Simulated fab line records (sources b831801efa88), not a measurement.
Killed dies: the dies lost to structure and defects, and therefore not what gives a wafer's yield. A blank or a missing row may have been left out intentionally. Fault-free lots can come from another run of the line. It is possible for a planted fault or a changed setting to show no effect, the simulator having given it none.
fab line records	flow sky130
[record] lots = 7	wafers = 21	last_day = 50
route steps=708 shown POLY_GATE@236 LDD_N@237 LDD_P@255 PAD_OPEN@708
lots that met no fault: from a run of the same line without faults
start_h: hours from the record's opening day to when the first of the lot's shown wafers began	wait_h: hours since the lot's step before	" repeats the value in the row above	L1.1+2: several wafers, shown together as one row	- value missing, or start not given	* or withheld: withheld	< > ~ a bound
route shown NAME@n: names a module that has steps shown in the file, with the first one's number in the route	usual: the fault-free wafers' mean and standard deviation	same: alike in all rows	chamber/n: place in a boat	sites: each site's reading	_std_site: the values' standard deviation	_edge_site: the outer-site mean with the inner-site mean subtracted	radius_mm: for every site, how far away it sits from the centre of the wafer	mask NAME#n: copy n	behind: the most recent tool/chamber to have shaped the wafer	hold: why the lot was held/for how many hours/how that ended	device: the n, p or np transistor that did not switch	end of line: the same wafers' tests at the end of the route	for a step that has no rows: nothing shown but its recipe	killed: not the wafer's yield, but the dies lost to structure and defects at the first sort	map: per-die view of a wafer (x killed, . not killed, _ where there is no die)
set.NAME: the setting as run; set.NAME@STEP: as run at that earlier step	model.NAME: the simulator's own value behind a step, which no gauge read
lots seen at some steps along the route; tables by step, rows by wafer
services: a tool's chamber out of use, with start hour (start_h, from the record's first day; less than 0 if before it), hours out, and reason
[[steps]]
[step SKY_POLY_GATE_CD_MEAS_22]
[usual] cd_nm = 148.9/2.7
lot.wafer	tool	chamber	start_h	wait_h	cd_nm
L263.2	cd_sem-02	-	387.97	0.1	153.7
L263.3	"	-	"	"	149.6
L263.6	"	-	"	"	149.6
L265.1	cd_sem-01	-	406.21	0.1	148.7
L265.2	"	-	"	"	150.8
L265.3	"	-	"	"	146.2
L271.1	cd_sem-01	-	459.32	0.1	151.6
L271.5	"	-	"	"	152.4
L271.6	"	-	"	"	150.8
L272.2	cd_sem-02	-	465.16	0.1	144.7
L272.3	"	-	"	"	152.3
L272.4	"	-	"	"	148.9
L275.2	cd_sem-01	-	486.95	0.1	149.8
L275.5	"	-	"	"	150.7
L275.6	"	-	"	"	151.7
L281.1	cd_sem-02	-	546.21	0.1	146.3
L281.2	"	-	"	"	151.1
L281.6	"	-	"	"	150.4
L284.1	cd_sem-01	-	567.83	0.1	148.7
L284.3	"	-	"	"	148.4
L284.5	"	-	"	"	147.3
[step SKY_LDD_N_DEHYDRATE_00]
[recipe] temp_c = 200	time_s = 60
[step SKY_LDD_N_HMDS_01]
[recipe] prime_time_s = 60	prime_temp_c = 120
[step SKY_LDD_N_COAT_02]
[recipe] resist = NOVOLAK	spin_rpm = 3000	resist_thk_nm = 306
[step SKY_LDD_N_SOFTBAKE_03]
[recipe] temp_c = 90	time_s = 60	resist = NOVOLAK
[step SKY_LDD_N_EXPOSE_04]
[recipe] mask_id = NTM	target_cd_nm = 840	na = 0.6	source_shape = conventional	sigma_outer = 0.6	dose_mj = 110
[step SKY_LDD_N_PEB_05]
[recipe] temp_c = withheld	time_s = *	resist = NOVOLAK
[step SKY_LDD_N_DEVELOP_06]
[recipe] develop_time_s = 60	dev_temp_c = 23
[step SKY_LDD_N_OVL_MEAS_07]
[usual] LDD_N_OVL = -0.5/1.4
lot.wafer	tool	chamber	start_h	wait_h	LDD_N_OVL[nm]
L263.2	overlay-01	-	417.23	0.1	1.3
L263.3	"	-	"	"	-1.6
L263.6	"	-	"	"	-1.0
L265.1	overlay-01	-	436.41	0.1	0.9
L265.2	"	-	"	"	0.1
L265.3	"	-	"	"	1.2
L271.1	overlay-02	-	489.55	0.1	-1.1
L271.5	"	-	"	"	0.1
L271.6	"	-	"	"	-0.9
L272.2	overlay-01	-	496.08	0.1	-0.8
L272.3	"	-	"	"	-1.3
L272.4	"	-	"	"	1.0
L275.2	overlay-01	-	517.43	0.1	-2.6
L275.5	"	-	"	"	-1.4
L275.6	"	-	"	"	-1.0
L281.1	overlay-01	-	576.21	0.1	-1.7
L281.2	"	-	"	"	-1.1
L281.6	"	-	"	"	-1.2
L284.1	overlay-01	-	598.16	0.1	-0.2
L284.3	"	-	"	"	-1.5
L284.5	"	-	"	"	-0.1
[step SKY_LDD_N_IMPLANT_08]
[recipe] species = As	energy_kev = 20	dose_cm2 = 7.5e+13	tilt_deg = withheld	rotation_deg = 23
[step SKY_LDD_N_IMPLANT_09]
[recipe] species = As	energy_kev = 20	dose_cm2 = 7.5e+13	tilt_deg = withheld	rotation_deg = 113
[step SKY_LDD_N_IMPLANT_10]
[recipe] species = As	energy_kev = 20	dose_cm2 = 7.5e+13	tilt_deg = withheld	rotation_deg = 203
[step SKY_LDD_N_IMPLANT_11]
[recipe] species = As	energy_kev = 20	dose_cm2 = 7.5e+13	tilt_deg = withheld	rotation_deg = 293
lot.wafer	tool	chamber	start_h	wait_h
L263.2+3+6	implanter-04	0	417.73	0.1
L265.1+2+3	implanter-03	0	436.89	0.1
L271.1+5+6	implanter-02	0	490.04	0.1
L271.1+5+6	implanter-02	0	490.35	0.3
L272.2+3+4	implanter-02	0	496.58	0.1
L275.2+5+6	implanter-02	0	517.93	0.1
L275.2+5+6	implanter-02	0	518.25	0.3
L281.1+2+6	implanter-03	0	576.69	0.1
L281.1+2+6	implanter-03	0	577.01	0.3
L284.1+3+5	implanter-04	0	598.64	0.1
[step SKY_LDD_N_IMPLANT_12]
[recipe] species = BF2	energy_kev = 50	dose_cm2 = 5e+12	tilt_deg = 30	rotation_deg = 0
[step SKY_LDD_N_IMPLANT_13]
[recipe] species = BF2	energy_kev = 50	dose_cm2 = 5e+12	tilt_deg = 30	rotation_deg = 90
[step SKY_LDD_N_IMPLANT_14]
[recipe] species = BF2	energy_kev = 50	dose_cm2 = 5e+12	tilt_deg = 30	rotation_deg = 180
[step SKY_LDD_N_IMPLANT_15]
[recipe] species = BF2	energy_kev = 50	dose_cm2 = 5e+12	tilt_deg = 30	rotation_deg = 270
[step SKY_LDD_N_STRIP_16]
[recipe] chemistry = O2/N2	power_w = 1400	pressure_mtorr = 1500	platen_temp_c = withheld	o2_flow_sccm = 3000	n2_flow_sccm = 300	overash_fraction = 0.5
[usual] drypump_motor_current_A = 6.2/0.44	oes_product_au = 0.410/0.0049	strip_time_to_endpoint_s = 4.393/0.014
lot.wafer	tool	chamber	start_h	wait_h	drypump_motor_current_A	oes_product_au	rf_hours_counter_h	strip_time_to_endpoint_s
L263.2	plasma_asher-01	1	418.46	0.1	6.4	0.409	74	4.387
L263.3	"	0	"	"	6.7	0.412	-	4.407
L263.6	"	1	"	"	6.4	0.413	-	4.383
L265.1	plasma_asher-02	0	437.64	0.1	6.0	0.413	27	4.399
L265.2	"	1	"	"	5.4	0.408	27	4.373
L265.3	"	1	"	"	5.4	0.409	-	4.414
L271.1	plasma_asher-01	1	491.10	0.1	6.4	0.417	5	4.611
L271.5	"	1	"	"	6.4	0.410	-	4.593
L271.6	"	0	"	"	6.7	0.413	-	4.609
L272.2	plasma_asher-03	0	497.31	0.1	5.6	0.401	80	4.405
L272.3	"	1	"	"	6.4	0.414	-	4.402
L272.4	"	0	"	"	5.7	0.414	-	4.399
L275.2	plasma_asher-01	0	518.97	0.1	6.7	0.411	8	4.583
L275.5	"	0	"	"	6.7	0.406	-	4.610
L275.6	"	1	"	"	6.4	0.411	-	4.600
L281.1	plasma_asher-03	1	577.76	0.1	6.4	0.417	88	4.580
L281.2	"	0	"	"	5.7	0.407	88	4.604
L281.6	"	1	"	"	6.4	0.405	-	4.595
L284.1	plasma_asher-01	0	599.39	0.1	6.7	0.400	17	4.386
L284.3	"	0	"	"	6.7	0.410	-	4.383
L284.5	"	1	"	"	6.4	0.412	-	4.398
[step SKY_LDD_N_TW_MEAS_17]
[usual] LDD_N_TW = 2590/18
lot.wafer	tool	chamber	start_h	wait_h	LDD_N_TW
L263.2	film_metro-03	-	418.57	0.1	2592
L263.3	"	-	"	"	2604
L263.6	"	-	"	"	2601
L265.1	film_metro-04	-	437.74	0.1	2604
L265.2	"	-	"	"	2601
L265.3	"	-	"	"	2603
L271.1	film_metro-01	-	491.20	0.1	2653
L271.5	"	-	"	"	2675
L271.6	"	-	"	"	2689
L272.2	film_metro-04	-	497.42	0.1	2604
L272.3	"	-	"	"	2613
L272.4	"	-	"	"	2609
L275.2	film_metro-01	-	519.08	0.1	2689
L275.5	"	-	"	"	2691
L275.6	"	-	"	"	2682
L281.1	film_metro-03	-	577.86	0.1	2660
L281.2	"	-	"	"	2678
L281.6	"	-	"	"	2675
L284.1	film_metro-04	-	599.49	0.1	2601
L284.3	"	-	"	"	2592
L284.5	"	-	"	"	2590
[step SKY_LDD_P_DEHYDRATE_00]
[recipe] temp_c = 200	time_s = 60
[step SKY_PAD_OPEN_PROBE_99]
[usual] killed_at_M0_to_M3 = 44/6.8	killed_at_M4_up = 2.9/1.7	killed_at_contacts = 24/5.2	killed_at_front_end = 15/4	killed_at_other = 0.2/0.44	killed_dies = 86/9.9	killed_open = 47/7.9	killed_short = 39/6.3
[same] gross_dies = 492	killed_at_back_side = 0
lot.wafer	tool	chamber	start_h	wait_h	killed_at_M0_to_M3	killed_at_M4_up	killed_at_contacts	killed_at_front_end	killed_at_other	killed_dies	killed_open	killed_short	model.etest.tip_n.rs_ohm_sq	model.etest.nfet_01v8_lvt.vt_sat_v	model.etest.nfet_01v8_turned.vt_sat_v	model.etest.nfet_01v8.vt_sat_v
L263.2	prober-02	-	1092.32	0.1	38	6	21	14	0	79	39	40	439.6	0.5343	0.6409	0.6441
L263.3	prober-02	-	1092.37	0.2	38	1	19	13	0	71	39	31	440.6	0.5324	0.6464	0.6416
L263.6	prober-02	-	1092.52	0.2	40	2	26	13	0	81	40	39	439.8	0.538	0.6495	0.6479
L265.1	prober-02	-	1105.18	0.1	37	2	32	17	0	88	41	47	447	0.5322	0.6533	0.6491
L265.2	prober-02	-	1105.23	0.1	37	6	28	18	0	89	48	41	441.4	0.5297	0.639	0.6365
L265.3	prober-02	-	1105.28	0.2	41	4	16	22	0	83	47	35	442.6	0.5147	0.6318	0.6304
L271.1	prober-02	-	1138.79	0.1	46	4	28	17	0	95	52	43	385	0.5279	0.644	0.6459
L271.5	prober-02	-	1138.99	0.2	45	4	33	18	0	100	46	53	388.5	0.5275	0.6467	0.6423
L271.6	prober-02	-	1139.04	0.2	44	0	21	19	0	84	44	40	387.3	0.5281	0.6435	0.6402
L272.2	prober-01	-	1140.74	0.1	47	5	23	8	0	83	32	51	440	0.5211	0.6353	0.6302
L272.3	prober-01	-	1140.79	0.2	44	2	31	11	0	88	46	42	440	0.5307	0.6431	0.6382
L272.4	prober-01	-	1140.84	0.2	53	5	29	17	0	104	65	39	439.8	0.5237	0.637	0.6373
L275.2	prober-01	-	1155.51	0.1	50	1	15	13	0	79	44	35	380.1	0.5232	0.6337	0.6341
L275.5	prober-01	-	1155.66	0.2	39	2	28	10	0	79	50	29	379.9	0.5236	0.6349	0.6387
L275.6	prober-01	-	1155.71	0.2	32	4	27	12	1	76	38	37	381.6	0.5305	0.6393	0.6406
L281.1	prober-02	-	1186.33	0.1	45	3	31	14	0	93	53	40	384.6	0.5191	0.6344	0.6288
L281.2	prober-02	-	1186.38	0.1	42	6	14	11	0	73	39	33	385.2	0.5321	0.6486	0.6449
L281.6	prober-02	-	1186.58	0.2	45	1	17	12	1	76	34	42	387.4	0.5261	0.6462	0.648
L284.1	prober-01	-	1198.24	0.1	55	4	27	10	0	96	59	37	451.5	0.5374	0.654	0.6454
L284.3	prober-01	-	1198.34	0.2	37	3	24	17	0	81	47	34	454.9	0.5368	0.6593	0.6538
L284.5	prober-01	-	1198.44	0.2	50	4	22	15	0	91	57	34	452.2	0.5386	0.6559	0.6529
// killed by level:class
L263.2 LI_CONTACT:geometric_particle:open=7 CONTACT:geometric_particle:short=6 CONTACT:geometric_particle:open=6 VIA2:geometric_particle:open=6 METAL1:geometric_particle:short=5 VIA1:geometric_particle:short=5 VIA1:geometric_particle:open=5 METAL2:geometric_particle:short=5
L263.3 VIA1:geometric_particle:open=11 CONTACT:geometric_particle:open=7 VIA3:geometric_particle:open=7 FIELD_ISO:geometric_particle:short=5 METAL1:geometric_particle:short=5 VIA2:geometric_particle:open=5 POLY_GATE:geometric_particle:short=4 LOCAL_INTERCONNECT:geometric_particle:short=4
L263.6 CONTACT:geometric_particle:open=10 VIA1:geometric_particle:open=8 VIA1:geometric_particle:short=8 LI_CONTACT:geometric_particle:open=7 VIA3:geometric_particle:open=6 VIA3:geometric_particle:short=6 POLY_GATE:geometric_particle:short=4 CONTACT:geometric_particle:short=4
L265.1 CONTACT:geometric_particle:open=13 VIA2:geometric_particle:open=6 LI_CONTACT:geometric_particle:short=6 LI_CONTACT:geometric_particle:open=6 METAL1:geometric_particle:short=6 METAL2:geometric_particle:short=6 FIELD_ISO:geometric_particle:short=5 POLY_GATE:geometric_particle:short=5
L265.2 VIA1:geometric_particle:open=13 CONTACT:geometric_particle:open=10 LI_CONTACT:geometric_particle:open=7 VIA2:geometric_particle:open=5 METAL4:geometric_particle:short=5 FIELD_ISO:geometric_particle:short=4 LI_CONTACT:geometric_particle:short=4 CONTACT:geometric_particle:short=4
L265.3 VIA2:geometric_particle:open=9 POLY_GATE:geometric_particle:open=9 CONTACT:geometric_particle:open=8 METAL1:geometric_particle:short=7 VIA1:geometric_particle:open=7 FIELD_ISO:geometric_particle:short=4 LI_CONTACT:geometric_particle:open=4 METAL3:geometric_particle:short=4
L271.1 VIA1:geometric_particle:open=13 VIA3:geometric_particle:open=11 CONTACT:geometric_particle:open=10 VIA1:geometric_particle:short=10 LOCAL_INTERCONNECT:geometric_particle:short=8 FIELD_ISO:geometric_particle:open=5 FIELD_ISO:geometric_particle:short=4 LI_CONTACT:geometric_particle:open=4
L271.5 VIA1:geometric_particle:open=16 LOCAL_INTERCONNECT:geometric_particle:short=9 LI_CONTACT:geometric_particle:short=8 LI_CONTACT:geometric_particle:open=7 VIA2:geometric_particle:open=7 VIA1:geometric_particle:short=6 CONTACT:geometric_particle:open=5 METAL1:geometric_particle:short=5
L271.6 CONTACT:geometric_particle:open=9 VIA1:geometric_particle:open=9 METAL1:geometric_particle:short=7 POLY_GATE:geometric_particle:open=5 POLY_GATE:geometric_particle:short=5 LOCAL_INTERCONNECT:geometric_particle:short=5 LI_CONTACT:geometric_particle:open=5 METAL2:geometric_particle:short=5
L272.2 CONTACT:geometric_particle:short=11 METAL2:geometric_particle:short=10 VIA1:geometric_particle:open=6 VIA3:geometric_particle:open=6 LI_CONTACT:geometric_particle:open=5 VIA2:geometric_particle:open=5 METAL3:geometric_particle:short=5 METAL4:geometric_particle:short=5
L272.3 CONTACT:geometric_particle:open=13 VIA1:geometric_particle:open=12 CONTACT:geometric_particle:short=8 VIA3:geometric_particle:open=6 METAL2:geometric_particle:short=6 LI_CONTACT:geometric_particle:open=5 FIELD_ISO:geometric_particle:open=4 LOCAL_INTERCONNECT:geometric_particle:short=4
L272.4 CONTACT:geometric_particle:open=13 VIA3:geometric_particle:open=12 VIA1:geometric_particle:open=10 LI_CONTACT:geometric_particle:open=8 VIA2:geometric_particle:open=8 METAL2:geometric_particle:short=6 FIELD_ISO:geometric_particle:short=4 FIELD_ISO:geometric_particle:open=4
L275.2 METAL1:geometric_particle:short=12 VIA1:geometric_particle:open=11 CONTACT:geometric_particle:open=7 VIA3:geometric_particle:open=5 VIA2:geometric_particle:open=5 LI_CONTACT:geometric_particle:open=5 VIA3:geometric_particle:short=5 VIA1:geometric_particle:short=4
L275.5 CONTACT:geometric_particle:open=12 VIA1:geometric_particle:open=10 LI_CONTACT:geometric_particle:open=8 METAL1:geometric_particle:short=8 VIA2:geometric_particle:open=7 CONTACT:geometric_particle:short=6 VIA3:geometric_particle:open=4 VIA1:geometric_particle:short=3
L275.6 CONTACT:geometric_particle:open=12 CONTACT:geometric_particle:short=7 VIA1:geometric_particle:open=6 FIELD_ISO:geometric_particle:short=5 METAL1:geometric_particle:short=5 VIA3:geometric_particle:open=5 FIELD_ISO:geometric_particle:open=4 LI_CONTACT:geometric_particle:open=3
L281.1 VIA1:geometric_particle:open=11 LI_CONTACT:geometric_particle:open=10 CONTACT:geometric_particle:open=10 LOCAL_INTERCONNECT:geometric_particle:short=8 VIA3:geometric_particle:open=7 VIA3:geometric_particle:short=6 VIA2:geometric_particle:open=5 VIA1:geometric_particle:short=5
L281.2 VIA1:geometric_particle:open=12 METAL1:geometric_particle:short=7 CONTACT:geometric_particle:open=6 VIA1:geometric_particle:short=6 VIA2:geometric_particle:open=5 VIA3:geometric_particle:open=4 METAL2:geometric_particle:short=4 CONTACT:geometric_particle:short=3
L281.6 METAL1:geometric_particle:short=9 VIA1:geometric_particle:open=8 VIA1:geometric_particle:short=7 VIA2:geometric_particle:open=5 FIELD_ISO:geometric_particle:short=4 LOCAL_INTERCONNECT:geometric_particle:short=4 CONTACT:geometric_particle:short=4 CONTACT:geometric_particle:open=4
L284.1 VIA1:geometric_particle:open=15 VIA3:geometric_particle:open=10 LI_CONTACT:geometric_particle:open=9 VIA2:geometric_particle:open=8 CONTACT:geometric_particle:open=6 CONTACT:geometric_particle:short=6 METAL1:geometric_particle:short=6 FIELD_ISO:geometric_particle:open=5
L284.3 VIA2:geometric_particle:open=10 LI_CONTACT:geometric_particle:open=8 POLY_GATE:geometric_particle:open=6 VIA1:geometric_particle:open=6 FIELD_ISO:geometric_particle:short=5 CONTACT:geometric_particle:open=5 CONTACT:geometric_particle:short=5 VIA3:geometric_particle:open=5
L284.5 VIA1:geometric_particle:open=14 CONTACT:geometric_particle:open=10 POLY_GATE:geometric_particle:open=8 VIA3:geometric_particle:open=7 LI_CONTACT:geometric_particle:open=6 VIA1:geometric_particle:short=6 VIA2:geometric_particle:open=6 METAL2:geometric_particle:short=4
[[services]]
tool	chamber	start_h	hours	kind
implanter-04	-	407.37	2.8	repair
plasma_asher-03	-	416.80	2.8	pm
plasma_asher-01	-	421.33	9.0	pm
plasma_asher-01	0	421.33	9.0	vent_cycle
plasma_asher-01	1	421.33	9.0	vent_cycle
implanter-02	-	427.24	3.2	pm
implanter-04	-	427.66	2.7	repair
plasma_asher-01	0	430.33	-	clean
plasma_asher-01	1	430.33	-	clean
plasma_asher-02	-	460.86	2.0	repair
plasma_asher-01	-	475.39	5.9	repair
plasma_asher-03	-	479.09	0.7	repair
plasma_asher-02	-	485.50	0.8	repair
plasma_asher-03	-	498.32	3.3	repair
implanter-04	-	507.27	3.5	repair
implanter-02	-	522.49	0.6	repair
implanter-02	-	528.30	3.2	repair
plasma_asher-02	-	529.83	2.2	repair
implanter-04	-	541.09	4.4	pm
implanter-02	-	566.53	3.8	repair
implanter-03	-	588.58	8.1	pm
[[key]]
[first_sign] step = SKY_LDD_N_IMPLANT_11	reading = visit	direction = added
[effect] step = SKY_LDD_N_STRIP_16	reading = strip_time_to_endpoint_s	direction = up	sigmas = 15	usual = *	struck = *
[effect] step = SKY_LDD_N_TW_MEAS_17	reading = LDD_N_TW	direction = up	sigmas = 4.7	usual = 2590	struck = 2677
[model_effect] step = SKY_PAD_OPEN_PROBE_99	value = etest.tip_n.rs_ohm_sq	without = 438	struck = 384.4
met_at SKY_LDD_N_IMPLANT_11
struck_wafers L271.1,L271.5,L271.6,L275.2,L275.5,L275.6,L281.1,L281.2,L281.6
tester_left_out L271,L275,L281
[fault] kind = repeated_step_whole	tool = implanter-02,implanter-03,implanter-04	chamber = -	onset_h = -	steps = SKY_LDD_N_IMPLANT_11	times = 1	scope = struck_lots_only
// tester_left_out: of these lots the tester's yield and bins aren't shown, on N5 and GAA mostly nor the transistor test; their killed dies are dies lost to structure and defects alone, not to doping, threshold or leakage, so they don't give the yield
